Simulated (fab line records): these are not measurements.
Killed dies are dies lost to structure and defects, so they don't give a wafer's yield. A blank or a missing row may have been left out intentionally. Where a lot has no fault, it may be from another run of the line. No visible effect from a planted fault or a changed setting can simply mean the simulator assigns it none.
Lot-split experiment    flow sky130    23 wafers read from 5 lots, route of 708 steps

THE SPLIT ITSELF
At SKY_VIA2_CMP_02 (polishes SiO2), the setting leave_above_ref_nm was moved away from the recipe's 495 nm on 10 of the 23 wafers read, by -7.1% to +5.3%. For the rest of the wafers, this setting stayed at what the recipe calls for.

FROM THE SPLIT TO THE READING: what the file shows between them, 4 steps
- SKY_VIA2_COAT_07: resist thk 450 nm (also split here: resist_thk_nm)
- SKY_VIA2_SOFTBAKE_08: time 90 s
- SKY_VIA2_EXPOSE_09: exposes mask VIM2, target cd 200 nm
- SKY_VIA2_ETCH_14: etches BARC in N2/H2, stops on SiO2, time 45.9 s, target depth 60 nm

THE READING
oes_product_au, in a.u., at SKY_VIA2_ETCH_15 (etches SiO2 in C4F8/O2/Ar, stops on TiN, target depth 546 nm, time 84 s). Typical for fault-free wafers on this fab line: 0.941 a.u., with standard deviation 0.0054 a.u.

wafer   tool, chamber at the split  leave_above_ref_nm as run, nm  against the recipe  oes_product_au, a.u.  against lot-mates on the recipe
L076.1  cmp-02, 0                   495                            recipe              0.949                 -
L076.2  cmp-02, 2                   495                            recipe              0.937                 -
L076.4  cmp-02, 3                   480.7                          -2.9%               0.927                 -0.014
L076.5  cmp-02, 3                   495                            recipe              0.937                 -
L076.6  cmp-02, 2                   480.7                          -2.9%               0.920                 -0.021
L079.1  cmp-02, 2                   495                            recipe              0.933                 -
L079.3  cmp-02, 1                   521.1                          +5.3%               0.968                 +0.031
L079.4  cmp-02, 0                   495                            recipe              0.942                 -
L079.5  cmp-02, 2                   495                            recipe              0.937                 -
L079.6  cmp-02, 1                   521.1                          +5.3%               0.973                 +0.036
L080.2  cmp-02, 0                   495                            recipe              0.944                 -
L080.3  cmp-02, 2                   462.9                          -6.5%               0.897                 -0.044
L080.4  cmp-02, 1                   462.9                          -6.5%               0.901                 -0.040
L080.5  cmp-02, 2                   495                            recipe              0.938                 -
L080.6  cmp-02, 1                   462.9                          -6.5%               0.905                 -0.036
L084.3  cmp-02, 1                   495                            recipe              0.948                 -
L084.4  cmp-02, 0                   495                            recipe              0.940                 -
L084.6  cmp-02, 2                   495                            recipe              0.947                 -
L083.1  cmp-02, 0                   459.8                          -7.1%               0.906                 -0.034
L083.3  cmp-02, 2                   495                            recipe              0.934                 -
L083.4  cmp-02, 1                   495                            recipe              0.947                 -
L083.5  cmp-02, 2                   459.8                          -7.1%               0.905                 -0.035
L083.6  cmp-02, 1                   459.8                          -7.1%               0.897                 -0.043

FIT RESULTS
A straight line over all 23 wafers: oes_product_au changes by +0.00571 a.u. for each +1% of leave_above_ref_nm; r = +0.97; the points scatter about the line by 0.005 a.u.
The same after taking each lot's own level away (the mean of its wafers on the recipe; 23 wafers): +0.00585 a.u. for each +1%; r = +0.98; scatter 0.0047 a.u.
On that fit, the largest move of leave_above_ref_nm shifts the reading by 0.042 a.u.
Across the lots, their own levels run from 0.9373 to 0.9450 a.u., a range of 1.4 times the standard deviation given above.
The two slopes agree, so the slope changes little with the lot-to-lot level.
Check: with one of the wafers moved furthest among these (-7.1%) left out of the fit, the line predicts -0.0424 a.u. for it against its lot-mates. It came out at -0.0345 a.u. against them.

THESE WAFERS: OTHER SPLITS
Before the reading, these wafers also passed through other splits. Each is held against what the fit with the lots' levels taken away leaves over:
other split on the same wafers  wafers away from the commonest value  r with oes_product_au (lot level and that fit taken away)
SKY_METAL1_SPUTTER_02 time_s    4                                     -0.10
SKY_METAL2_SPUTTER_02 time_s    7                                     -0.09
SKY_METAL2_COAT_09 spin_rpm     9                                     -0.01
SKY_VIA2_COAT_07 resist_thk_nm  9                                     -0.32

THE WHOLE CHAIN: every reading that the file lists as answering this split, in the file's order
step              what it does                                                             reading                                                                         change (the file's fit)                    r (the file's)
SKY_VIA2_CMP_02   polishes SiO2                                                            SiO2_of_VIA2_HDPCVD_00.thk_nm (the simulator's own value, which no gauge read)  +4.91 nm for each +1% of the setting       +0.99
SKY_VIA2_ETCH_15  etches SiO2 in C4F8/O2/Ar, stops on TiN, target depth 546 nm, time 84 s  oes_product_au                                                                  +0.00587 a.u. for each +1% of the setting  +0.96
SKY_VIA2_ETCH_15  etches SiO2 in C4F8/O2/Ar, stops on TiN, target depth 546 nm, time 84 s  VIA2.feature_depth_nm (the simulator's own value, which no gauge read)          +4.91 nm for each +1% of the setting       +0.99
SKY_VIA2_ETCH_15  etches SiO2 in C4F8/O2/Ar, stops on TiN, target depth 546 nm, time 84 s  etch.depth_nm (the simulator's own value, which no gauge read)                  +5.21 nm for each +1% of the setting       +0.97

FILE'S OWN FIT
oes_product_au changes by +0.00587 a.u. for each +1% of leave_above_ref_nm, r = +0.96.
